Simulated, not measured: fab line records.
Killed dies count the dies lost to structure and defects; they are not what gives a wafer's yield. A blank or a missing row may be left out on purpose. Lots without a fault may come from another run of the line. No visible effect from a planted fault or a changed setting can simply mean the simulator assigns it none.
fab line records + flow sky130
record:
- lots: 6
- wafers: 18
- last_day: 50
route steps=708 shown METAL4@602 CAP2M@603 PAD_OPEN@708
lots untouched by any fault: they come from a run of this same line in which no faults occurred
start_h: hours from the record's opening day to when the first of the lot's shown wafers began + wait_h: hours from the lot's prior step to this one + " same as the row above + L1.1+2: a single row standing in for several wafers + - no value, or no start given + * or withheld: withheld + < > ~ a bound
route shown NAME@n: a module of which the file shows steps, and the number in the route of the first + usual: mean/standard deviation taken from wafers without a fault + same: alike in all rows + chamber/n: place in a boat + sites: the reading at each site + _std_site: the standard deviation of these + _edge_site: mean of outer sites minus mean of inner sites + radius_mm: how far each site lies from the wafer's centre + mask NAME#n: copy n + behind: tool/chamber where the wafer was last shaped + hold: the reason the lot was held/the length of the hold in hours/how it ended + device: the transistor (n, p or np) that didn't switch + end of line: tests of these same wafers at the route's end + a step without rows: its recipe alone + killed: the dies lost at the first sort to structure and to defects; this is not the yield of the wafer + map: per-die view of a wafer (x killed, . not killed, _ where there is no die)
set.NAME: the setting that was run; set.NAME@STEP: the one run at that earlier step + model.NAME: the simulator's own value behind a step, which no gauge read
certain route steps with their lots: each step a table, each wafer a row
services: from which hour (start_h, from the record's first day; less than 0 if before it) a tool's chamber was out of use, for how many hours, and why
== steps ==
step: SKY_METAL4_SPUTTER_04
recipe:
- material: TiN
- target_thk_nm: 70
- power_w: 6500
- time_s: 58.3
- chamber_pressure_pa: 0.4
usual:
- throttle_valve_pct: 30.1/0.99
same:
- time_s: 58.3
| lot.wafer | tool           | chamber | start_h | wait_h | throttle_valve_pct |
|-----------|----------------|---------|---------|--------|--------------------|
| L894.4    | pvd_sputter-01 | -       | 929.48  | 0.0    | 29.5               |
| L894.5    | "              | -       | "       | "      | 29.5               |
| L894.6    | "              | -       | "       | "      | 31.5               |
| L898.4    | pvd_sputter-04 | -       | 961.88  | 0.0    | 30.2               |
| L898.5    | "              | -       | "       | "      | 28.0               |
| L898.6    | "              | -       | "       | "      | 30.4               |
| L899.3    | pvd_sputter-01 | -       | 969.25  | 0.0    | 29.8               |
| L899.4    | "              | -       | "       | "      | 31.6               |
| L899.5    | "              | -       | "       | "      | 29.9               |
| L903.1    | pvd_sputter-03 | -       | 1012.48 | 0.0    | 30.0               |
| L903.4    | "              | -       | "       | "      | 31.6               |
| L903.5    | "              | -       | "       | "      | 29.8               |
| L913.1    | pvd_sputter-03 | -       | 1061.33 | 0.0    | 29.5               |
| L913.2    | "              | -       | "       | "      | 29.9               |
| L913.5    | "              | -       | "       | "      | 31.2               |
| L915.2    | pvd_sputter-03 | -       | 1075.95 | 0.0    | 29.8               |
| L915.4    | "              | -       | "       | "      | 31.3               |
| L915.6    | "              | -       | "       | "      | 30.2               |
step: SKY_CAP2M_CVD_00
recipe:
- material: SiO2
- target_thk_nm: 15.5
- temp_c: 400
- time_s: withheld
- rf_w: 450
usual:
- heater_power_w: 726/99
- susceptor_temp_C: 399.97/0.23
| lot.wafer | tool     | chamber | start_h | wait_h | heater_power_w | susceptor_temp_C |
|-----------|----------|---------|---------|--------|----------------|------------------|
| L894.4    | pecvd-01 | 0       | 929.54  | 0.0    | 683            | 399.78           |
| L894.5    | "        | 2       | "       | "      | 838            | 399.60           |
| L894.6    | "        | 1       | "       | "      | 691            | 399.63           |
| L898.4    | pecvd-01 | 1       | 961.94  | 0.0    | 590            | 399.87           |
| L898.5    | "        | 2       | "       | "      | 781            | 400.29           |
| L898.6    | "        | 0       | "       | "      | 752            | 399.88           |
| L899.3    | pecvd-04 | 2       | 969.30  | 0.0    | 711            | 399.59           |
| L899.4    | "        | 1       | "       | "      | 722            | 400.12           |
| L899.5    | "        | 0       | "       | "      | 818            | 399.79           |
| L903.1    | pecvd-02 | 1       | 1012.53 | 0.0    | 631            | 400.16           |
| L903.4    | "        | 0       | "       | "      | 731            | 400.20           |
| L903.5    | "        | 2       | "       | "      | 649            | 399.67           |
| L913.1    | pecvd-04 | 2       | 1061.38 | 0.0    | 675            | 400.17           |
| L913.2    | "        | 1       | "       | "      | 601            | 400.21           |
| L913.5    | "        | 1       | "       | "      | 619            | 399.97           |
| L915.2    | pecvd-04 | 2       | 1076.00 | 0.0    | 689            | 400.09           |
| L915.4    | "        | 1       | "       | "      | 726            | 400.12           |
| L915.6    | "        | 0       | "       | "      | 951            | 399.79           |
step: SKY_CAP2M_THK_MEAS_01
recipe:
- reads: SiO2_of_CAP2M_CVD_00
usual:
- CAP2M_CVD_00_THK: 15.42/0.22
| lot.wafer | tool          | chamber | start_h | wait_h | CAP2M_CVD_00_THK[nm] |
|-----------|---------------|---------|---------|--------|----------------------|
| L894.4    | film_metro-03 | -       | 929.58  | -      | 15.63                |
| L894.5    | "             | -       | "       | "      | 15.31                |
| L894.6    | "             | -       | "       | "      | 15.90                |
| L898.4    | film_metro-04 | -       | 961.98  | -      | 15.63                |
| L898.5    | "             | -       | "       | "      | 15.28                |
| L898.6    | "             | -       | "       | "      | 15.50                |
| L899.3    | film_metro-03 | -       | 969.34  | -      | 15.25                |
| L899.4    | "             | -       | "       | "      | 15.84                |
| L899.5    | "             | -       | "       | "      | 15.48                |
| L903.1    | film_metro-04 | -       | 1012.55 | -      | 15.19                |
| L903.4    | "             | -       | "       | "      | 15.26                |
| L903.5    | "             | -       | "       | "      | 15.62                |
| L913.1    | film_metro-03 | -       | 1061.40 | -      | 15.33                |
| L913.2    | "             | -       | "       | "      | 15.45                |
| L913.5    | "             | -       | "       | "      | 15.40                |
| L915.2    | film_metro-04 | -       | 1076.03 | -      | 15.35                |
| L915.4    | "             | -       | "       | "      | 15.42                |
| L915.6    | "             | -       | "       | "      | 15.30                |
step: SKY_CAP2M_SPUTTER_02
recipe:
- material: TiN
- target_thk_nm: 200
- temp_c: 300
- power_w: 6500
- time_s: 166.7
- chamber_pressure_pa: 0.4
usual:
- susceptor_temp_C: 300.01/0.16
- throttle_valve_pct: 30.2/0.91
same:
- time_s: 166.7
| lot.wafer | tool           | chamber | start_h | wait_h | susceptor_temp_C | throttle_valve_pct |
|-----------|----------------|---------|---------|--------|------------------|--------------------|
| L894.4    | pvd_sputter-03 | -       | 929.61  | 0.0    | 300.00           | 30.0               |
| L894.5    | "              | -       | "       | "      | 300.06           | 31.5               |
| L894.6    | "              | -       | "       | "      | 300.21           | 29.8               |
| L898.4    | pvd_sputter-03 | -       | 962.01  | 0.0    | 300.01           | 29.5               |
| L898.5    | "              | -       | "       | "      | 300.03           | 29.8               |
| L898.6    | "              | -       | "       | "      | 299.97           | 29.5               |
| L899.3    | pvd_sputter-03 | -       | 969.38  | 0.0    | 299.93           | 29.4               |
| L899.4    | "              | -       | "       | "      | 300.16           | 29.7               |
| L899.5    | "              | -       | "       | "      | 299.95           | 29.6               |
| L903.1    | pvd_sputter-04 | -       | 1012.61 | 0.1    | 299.95           | 30.3               |
| L903.4    | "              | -       | "       | "      | 300.12           | 28.2               |
| L903.5    | "              | -       | "       | "      | 300.27           | 30.2               |
| L913.1    | pvd_sputter-04 | -       | 1061.46 | 0.1    | 300.08           | 28.9               |
| L913.2    | "              | -       | "       | "      | 299.80           | 31.2               |
| L913.5    | "              | -       | "       | "      | 299.92           | 29.0               |
| L915.2    | pvd_sputter-02 | -       | 1076.08 | 0.0    | 299.86           | 30.8               |
| L915.4    | "              | -       | "       | "      | 300.25           | 29.8               |
| L915.6    | "              | -       | "       | "      | 299.95           | 31.0               |
step: SKY_CAP2M_RS_MEAS_03
recipe:
- thk_meas_gauge: four-point-probe
- reads: TiN_of_CAP2M_SPUTTER_02
usual:
- CAP2M_TIN_RS: 6.93/0.077
| lot.wafer | tool          | chamber | start_h | wait_h | CAP2M_TIN_RS[ohm/sq] |
|-----------|---------------|---------|---------|--------|----------------------|
| L894.4    | film_metro-04 | -       | 929.78  | 0.1    | 6.93                 |
| L894.5    | "             | -       | "       | "      | 6.90                 |
| L894.6    | "             | -       | "       | "      | 6.89                 |
| L898.4    | film_metro-03 | -       | 962.18  | 0.1    | 6.84                 |
| L898.5    | "             | -       | "       | "      | 6.93                 |
| L898.6    | "             | -       | "       | "      | 6.88                 |
| L899.3    | film_metro-04 | -       | 969.54  | 0.1    | 7.11                 |
| L899.4    | "             | -       | "       | "      | 7.02                 |
| L899.5    | "             | -       | "       | "      | 7.07                 |
| L903.1    | film_metro-02 | -       | 1012.72 | 0.1    | 6.86                 |
| L903.4    | "             | -       | "       | "      | 6.82                 |
| L903.5    | "             | -       | "       | "      | 6.84                 |
| L913.1    | film_metro-02 | -       | 1061.57 | 0.1    | 6.94                 |
| L913.2    | "             | -       | "       | "      | 6.97                 |
| L913.5    | "             | -       | "       | "      | 6.95                 |
| L915.2    | film_metro-03 | -       | 1076.21 | 0.1    | 7.01                 |
| L915.4    | "             | -       | "       | "      | 6.95                 |
| L915.6    | "             | -       | "       | "      | 6.96                 |
step: SKY_CAP2M_THK_MEAS_04
recipe:
- thk_meas_gauge: xrf
- reads: TiN_of_CAP2M_SPUTTER_02
usual:
- CAP2M_TIN_THK: 198.5/2.2
| lot.wafer | tool          | chamber | start_h | wait_h | CAP2M_TIN_THK[nm] |
|-----------|---------------|---------|---------|--------|-------------------|
| L894.4    | film_metro-04 | -       | 929.87  | 0.1    | 199.6             |
| L894.5    | "             | -       | "       | "      | 199.9             |
| L894.6    | "             | -       | "       | "      | 200.4             |
| L898.4    | film_metro-03 | -       | 962.27  | 0.1    | 201.2             |
| L898.5    | "             | -       | "       | "      | 198.3             |
| L898.6    | "             | -       | "       | "      | 199.9             |
| L899.3    | film_metro-04 | -       | 969.64  | 0.1    | 193.5             |
| L899.4    | "             | -       | "       | "      | 196.1             |
| L899.5    | "             | -       | "       | "      | 195.0             |
| L903.1    | film_metro-02 | -       | 1012.84 | 0.1    | 200.0             |
| L903.4    | "             | -       | "       | "      | 201.1             |
| L903.5    | "             | -       | "       | "      | 200.8             |
| L913.1    | film_metro-02 | -       | 1061.69 | 0.1    | 198.3             |
| L913.2    | "             | -       | "       | "      | 197.4             |
| L913.5    | "             | -       | "       | "      | 197.8             |
| L915.2    | film_metro-03 | -       | 1076.32 | 0.1    | 195.7             |
| L915.4    | "             | -       | "       | "      | 197.4             |
| L915.6    | "             | -       | "       | "      | 197.6             |
step: SKY_CAP2M_DEHYDRATE_05
recipe:
- temp_c: 200
- time_s: 60
step: SKY_CAP2M_HMDS_06
recipe:
- prime_time_s: 60
- prime_temp_c: 120
step: SKY_CAP2M_COAT_07
recipe:
- resist: NOVOLAK
- spin_rpm: 3000
- resist_thk_nm: 1140
step: SKY_CAP2M_SOFTBAKE_08
recipe:
- temp_c: 90
- time_s: 60
- resist: NOVOLAK
step: SKY_CAP2M_EXPOSE_09
recipe:
- mask_id: CAP2M
- na: 0.6
- source_shape: conventional
- sigma_outer: 0.6
- polarization: unpolarized
- target_cd_nm: 1000
- dose_mj: 159
step: SKY_CAP2M_PEB_10
recipe:
- temp_c: withheld
- time_s: *
- resist: NOVOLAK
step: SKY_CAP2M_DEVELOP_11
recipe:
- resist: NOVOLAK
- developer: TMAH
- develop_time_s: 60
- dev_temp_c: 23
| lot.wafer  | tool           | chamber | start_h | wait_h |
|------------|----------------|---------|---------|--------|
| L894.4+5+6 | litho_track-03 | 0       | 953.89  | 0.1    |
| L898.4+5+6 | litho_track-03 | 0       | 985.64  | 0.1    |
| L899.3+4+5 | litho_track-03 | 0       | 992.61  | 0.1    |
| L903.1+4+5 | litho_track-04 | 0       | 1034.96 | 0.1    |
| L913.1+2+5 | litho_track-01 | 0       | 1081.96 | 0.1    |
| L915.2+4+6 | litho_track-03 | 0       | 1096.14 | 0.1    |
step: SKY_CAP2M_OVL_MEAS_12
usual:
- CAP2M_OVL: -0.8/1.5
| lot.wafer | tool       | chamber | start_h | wait_h | CAP2M_OVL[nm] |
|-----------|------------|---------|---------|--------|---------------|
| L894.4    | overlay-01 | -       | 953.98  | 0.1    | -0.3          |
| L894.5    | "          | -       | "       | "      | 0.0           |
| L894.6    | "          | -       | "       | "      | -0.9          |
| L898.4    | overlay-01 | -       | 985.73  | 0.1    | -2.1          |
| L898.5    | "          | -       | "       | "      | -3.0          |
| L898.6    | "          | -       | "       | "      | -4.0          |
| L899.3    | overlay-02 | -       | 992.73  | 0.1    | -0.8          |
| L899.4    | "          | -       | "       | "      | -0.8          |
| L899.5    | "          | -       | "       | "      | -0.8          |
| L903.1    | overlay-01 | -       | 1035.11 | 0.1    | -1.1          |
| L903.4    | "          | -       | "       | "      | 1.1           |
| L903.5    | "          | -       | "       | "      | -1.3          |
| L913.1    | overlay-01 | -       | 1082.11 | 0.1    | -1.7          |
| L913.2    | "          | -       | "       | "      | -0.2          |
| L913.5    | "          | -       | "       | "      | -1.2          |
| L915.2    | overlay-01 | -       | 1096.27 | 0.1    | -0.5          |
| L915.4    | "          | -       | "       | "      | -1.6          |
| L915.6    | "          | -       | "       | "      | -2.2          |
step: SKY_CAP2M_METAL_ETCH_13
recipe:
- target_depth_nm: 220
- stop_on: SiO2
- chemistry: Cl2/BCl3
- target: TiN
- pressure_mtorr: 10
- icp_w: 900
- bias_w: 48.5
- Cl2_flow_sccm: 60
- bcl3_flow_sccm: 30
- time_s: 62.9
usual:
- drypump_motor_current_A: 5.7/0.55
- oes_product_au: 0.939/0.0082
- throttle_valve_pct: 21.903/0.01
same:
- time_s: 62.9
| lot.wafer | tool         | chamber | start_h | wait_h | drypump_motor_current_A | oes_product_au | rf_hours_counter_h | throttle_valve_pct | model.CAP2M.cd_nm |
|-----------|--------------|---------|---------|--------|-------------------------|----------------|--------------------|--------------------|-------------------|
| L894.4    | rie_metal-01 | 0       | 954.02  | 0.0    | 5.1                     | 0.946          | -                  | 21.916             | 999.9             |
| L894.5    | "            | 1       | "       | "      | 6.0                     | 0.948          | -                  | 21.917             | 1003              |
| L894.6    | "            | 0       | "       | "      | 5.1                     | 0.937          | -                  | 21.900             | 1001              |
| L898.4    | rie_metal-04 | 1       | 985.83  | 0.1    | 5.1                     | 0.948          | -                  | 21.910             | 1019              |
| L898.5    | "            | 1       | "       | "      | 5.1                     | 0.946          | -                  | 21.915             | 1021              |
| L898.6    | "            | 1       | "       | "      | 5.1                     | 0.949          | -                  | 21.904             | 1019              |
| L899.3    | rie_metal-02 | 1       | 992.80  | 0.1    | 6.1                     | 0.915          | -                  | 21.913             | 1016              |
| L899.4    | "            | 1       | "       | "      | 6.0                     | 0.926          | -                  | 21.915             | 1017              |
| L899.5    | "            | 1       | "       | "      | 6.1                     | 0.931          | -                  | 21.921             | 1015              |
| L903.1    | rie_metal-02 | 0       | 1035.15 | 0.0    | 6.5                     | 0.944          | 2                  | 21.906             | 998.2             |
| L903.4    | "            | 0       | "       | "      | 6.6                     | 0.955          | -                  | 21.906             | 996.9             |
| L903.5    | "            | 1       | "       | "      | 6.1                     | 0.941          | -                  | 21.895             | 998.7             |
| L913.1    | rie_metal-02 | 0       | 1082.15 | 0.0    | 6.6                     | 0.942          | 6                  | 21.910             | 998.8             |
| L913.2    | "            | 1       | "       | "      | 6.0                     | 0.934          | 14                 | 21.923             | 998.6             |
| L913.5    | "            | 0       | "       | "      | 6.5                     | 0.939          | -                  | 21.914             | 998.1             |
| L915.2    | rie_metal-04 | 0       | 1096.30 | 0.0    | 5.9                     | 0.935          | 19                 | 21.916             | 1000              |
| L915.4    | "            | 0       | "       | "      | 5.9                     | 0.937          | -                  | 21.899             | 998.7             |
| L915.6    | "            | 0       | "       | "      | 5.9                     | 0.935          | -                  | 21.918             | 1001              |
step: SKY_CAP2M_STRIP_14
recipe:
- chemistry: O2/N2
- power_w: 1400
- pressure_mtorr: 1500
- platen_temp_c: withheld
- o2_flow_sccm: 3000
- n2_flow_sccm: 300
- overash_fraction: 0.5
usual:
- drypump_motor_current_A: 5.5/0.39
- o2_flow_sccm: 3001/8.5
- oes_product_au: 0.710/0.0048
- strip_time_to_endpoint_s: 12.67/0.056
| lot.wafer | tool            | chamber | start_h | wait_h | drypump_motor_current_A | o2_flow_sccm | oes_product_au | rf_hours_counter_h | strip_time_to_endpoint_s |
|-----------|-----------------|---------|---------|--------|-------------------------|--------------|----------------|--------------------|--------------------------|
| L894.4    | plasma_asher-01 | 1       | 954.11  | 0.1    | 6.0                     | 2995         | 0.712          | -                  | 12.65                    |
| L894.5    | "               | 1       | "       | "      | 6.0                     | 3001         | 0.702          | -                  | 12.65                    |
| L894.6    | "               | 0       | "       | "      | 5.4                     | 2991         | 0.707          | -                  | 12.65                    |
| L898.4    | plasma_asher-04 | 0       | 985.94  | 0.1    | 5.2                     | 2990         | 0.718          | -                  | 12.69                    |
| L898.5    | "               | 1       | "       | "      | 4.7                     | 3020         | 0.716          | -                  | 12.72                    |
| L898.6    | "               | 0       | "       | "      | 5.2                     | 2999         | 0.712          | -                  | 12.68                    |
| L899.3    | plasma_asher-02 | 0       | 992.94  | 0.1    | 5.5                     | 2993         | 0.713          | -                  | 12.64                    |
| L899.4    | "               | 1       | "       | "      | 5.7                     | 2996         | 0.711          | -                  | 12.66                    |
| L899.5    | "               | 1       | "       | "      | 5.7                     | 3004         | 0.713          | -                  | 12.63                    |
| L903.1    | plasma_asher-04 | 0       | 1035.22 | 0.1    | 5.2                     | 2994         | 0.711          | 91                 | 12.76                    |
| L903.4    | "               | 0       | "       | "      | 5.2                     | 2996         | 0.704          | -                  | 12.73                    |
| L903.5    | "               | 0       | "       | "      | 5.2                     | 3002         | 0.708          | -                  | 12.65                    |
| L913.1    | plasma_asher-02 | 0       | 1082.22 | 0.1    | 5.5                     | 3000         | 0.712          | 66                 | 12.79                    |
| L913.2    | "               | 1       | "       | "      | 5.8                     | 3013         | 0.716          | 66                 | 12.69                    |
| L913.5    | "               | 1       | "       | "      | 5.7                     | 3001         | 0.709          | -                  | 12.78                    |
| L915.2    | plasma_asher-02 | 1       | 1096.38 | 0.1    | 5.7                     | 3000         | 0.715          | 67                 | 12.72                    |
| L915.4    | "               | 0       | "       | "      | 5.4                     | 2993         | 0.714          | -                  | 12.72                    |
| L915.6    | "               | 0       | "       | "      | 5.4                     | 2995         | 0.711          | -                  | 12.72                    |
step: SKY_PAD_OPEN_PROBE_99
usual:
- defect_limited_yield: 82.5/1.8
- killed_at_M0_to_M3: 42/6.6
- killed_at_M4_up: 3.0/1.8
- killed_at_contacts: 25/5.1
- killed_at_front_end: 15/4.4
- killed_at_other: 0.3/0.56
- killed_dies: 86/8.6
- killed_open: 47/6.9
- killed_short: 38/6
- sort_bin_3_pad_short: 0.8/0.42
- sort_bin_5_function: 10.6/1.5
- sort_bin_6_memory: 6.1/1.1
- sort_n_pass: 406/8.6
- sort_yield_pct: 82.5/1.8
same:
- gross_dies: 492
- killed_at_back_side: 0
- sort_bin_4_leakage[%]: 0
- sort_bin_8_speed[%]: 0
| lot.wafer | tool      | chamber | start_h | wait_h | defect_limited_yield[%] | killed_at_M0_to_M3 | killed_at_M4_up | killed_at_contacts | killed_at_front_end | killed_at_other | killed_dies | killed_open | killed_short | sort_bin_3_pad_short[%] | sort_bin_5_function[%] | sort_bin_6_memory[%] | sort_n_pass | sort_yield_pct[%] |
|-----------|-----------|---------|---------|--------|-------------------------|--------------------|-----------------|--------------------|---------------------|-----------------|-------------|-------------|--------------|-------------------------|------------------------|----------------------|-------------|-------------------|
| L903.1    | prober-01 | -       | 1144.61 | 0.1    | 81.9                    | 46                 | 2               | 26                 | 15                  | 0               | 89          | 38          | 51           | 0.8                     | 12.2                   | 5.1                  | 403         | 81.9              |
| L903.4    | prober-01 | -       | 1144.76 | 0.2    | 82.7                    | 41                 | 0               | 25                 | 17                  | 2               | 85          | 43          | 41           | 0.8                     | 9.8                    | 6.7                  | 407         | 82.7              |
| L903.5    | prober-01 | -       | 1144.81 | 0.2    | 81.7                    | 43                 | 4               | 27                 | 16                  | 0               | 90          | 54          | 36           | 0                       | 13.4                   | 4.9                  | 402         | 81.7              |
killed by level:class
L903.1 METAL1:geometric_particle:short=9 CONTACT:geometric_particle:short=7 LI_CONTACT:geometric_particle:open=6 VIA1:geometric_particle:open=6 LOCAL_INTERCONNECT:geometric_particle:short=6 VIA3:geometric_particle:open=6 METAL2:geometric_particle:short=6 CONTACT:geometric_particle:open=5
L903.4 LI_CONTACT:geometric_particle:open=9 VIA2:geometric_particle:open=7 CONTACT:geometric_particle:short=6 VIA1:geometric_particle:open=6 METAL2:geometric_particle:short=6 VIA3:geometric_particle:open=6 FIELD_ISO:geometric_particle:open=5 FIELD_ISO:geometric_particle:short=5
L903.5 VIA1:geometric_particle:open=14 LI_CONTACT:geometric_particle:open=11 VIA3:geometric_particle:open=6 LOCAL_INTERCONNECT:geometric_particle:short=6 CONTACT:geometric_particle:open=6 FIELD_ISO:geometric_particle:short=5 FIELD_ISO:geometric_particle:open=5 VIA2:geometric_particle:short=5
== services ==
| tool            | chamber | start_h | hours | kind                      |
|-----------------|---------|---------|-------|---------------------------|
| pvd_sputter-02  | -       | 906.10  | 0.5   | repair                    |
| rie_metal-01    | 0       | 912.01  | 19.8  | repair                    |
| plasma_asher-01 | -       | 915.56  | 1.0   | repair                    |
| pvd_sputter-03  | -       | 916.19  | 1.5   | repair                    |
| pvd_sputter-03  | 1       | 934.41  | -     | consumable_replace:kit    |
| pvd_sputter-03  | 1       | 934.41  | 18.0  | scheduled_down            |
| pvd_sputter-03  | 1       | 934.41  | 18.0  | vent_cycle                |
| pvd_sputter-01  | -       | 935.25  | 5.0   | repair                    |
| rie_metal-04    | 0       | 957.42  | 42.1  | repair                    |
| rie_metal-01    | -       | 974.02  | 67.0  | repair                    |
| pecvd-04        | 2       | 980.88  | 10.6  | repair                    |
| rie_metal-04    | 1       | 989.51  | 25.2  | repair                    |
| pvd_sputter-04  | -       | 991.57  | 2.5   | repair                    |
| pecvd-04        | 1       | 1011.98 | 8.4   | repair                    |
| pecvd-02        | 1       | 1032.40 | 1.9   | repair                    |
| rie_metal-04    | 0       | 1035.71 | 12.6  | repair                    |
| rie_metal-01    | -       | 1041.07 | 1.4   | pm                        |
| plasma_asher-01 | -       | 1041.87 | 2.8   | pm                        |
| pvd_sputter-03  | 0       | 1068.17 | -     | consumable_replace:kit    |
| pvd_sputter-03  | 0       | 1068.17 | 18.0  | scheduled_down            |
| pvd_sputter-03  | 0       | 1068.17 | 18.0  | vent_cycle                |
| pecvd-02        | -       | 1079.16 | 0.4   | repair                    |
| pecvd-02        | -       | 1080.93 | 5.5   | pm                        |
| litho_track-03  | -       | 1089.12 | -     | consumable_replace:filter |
== key ==
first_sign none at tools or gauges
model_effect:
- step: SKY_CAP2M_METAL_ETCH_13
- value: CAP2M.cd_nm
- without: 1002
- struck: 1018
met_at SKY_CAP2M_DEVELOP_11
struck_wafers L898.4,L898.5,L898.6,L899.3,L899.4,L899.5
onset_between 953.89 985.64
also_fits SKY_CAP2M_SPUTTER_02:pvd_sputter-03
fault:
- kind: process_parameter_drift
- tool: litho_track-03
- chamber: -
- onset_h: 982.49
- steps: SKY_CAP2M_DEVELOP_11
- channel: develop_time_s
- offset: *
- shape: step
- end_h: 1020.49
- acts_in: *
- stated: *
